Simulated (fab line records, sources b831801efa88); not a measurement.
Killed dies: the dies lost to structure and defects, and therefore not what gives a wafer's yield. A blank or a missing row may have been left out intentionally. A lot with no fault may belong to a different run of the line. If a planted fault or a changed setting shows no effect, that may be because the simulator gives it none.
Matching of chambers ; flow sky130 ; SKY_CONTACT_CVD_00 on pecvd-01: 3 sister chambers
The step deposits Si3N4, target thk 75 nm. 3 wafers are shown with their chamber, then 9 later ones without.

== EACH WAFER AND ITS CHAMBER ==
wafer;chamber;heaterPowerW (W)
L086.1;2;699
L086.4;0;844
L086.6;1;654

== WAFERS WITH NO CHAMBER GIVEN ==
wafer;heaterPowerW (W)
L088.1;874
L088.2;781
L088.3;761
L096.1;802
L096.2;806
L096.3;809
L096.4;794
L096.5;823
L096.6;797

== WHICH CHAMBER EACH ONE RAN IN ==
wafer;from the rows above;in truth
L088.1;0;0
L088.2;can't be placed: 0 or 2 or 1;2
L088.3;can't be placed: 2 or 0 or 1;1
L096.1;can't be placed: 0 or 2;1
L096.2;can't be placed: 0 or 2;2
L096.3;can't be placed: 0 or 2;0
L096.4;can't be placed: 0 or 2 or 1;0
L096.5;0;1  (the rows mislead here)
L096.6;can't be placed: 0 or 2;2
Correctly placed: 1 of 9. Can't be placed from these rows: 7 (the true chamber is among the candidates in 6). Wrongly placed: 1.
How it was worked out, from the rows above alone: a wafer's distance from a chamber is the root of the sum, over the readings, of the square of ((its reading less the chamber's mean) divided by the reading's scatter). If the next closest chamber is less than 2 further off than the closest, the wafer can't be placed; otherwise it belongs to the closest. A chamber's mean is the mean of its shown wafers. The scatter: with one shown wafer a chamber, the root of the mean of the squares of how far each hidden wafer lies from its nearest shown one.
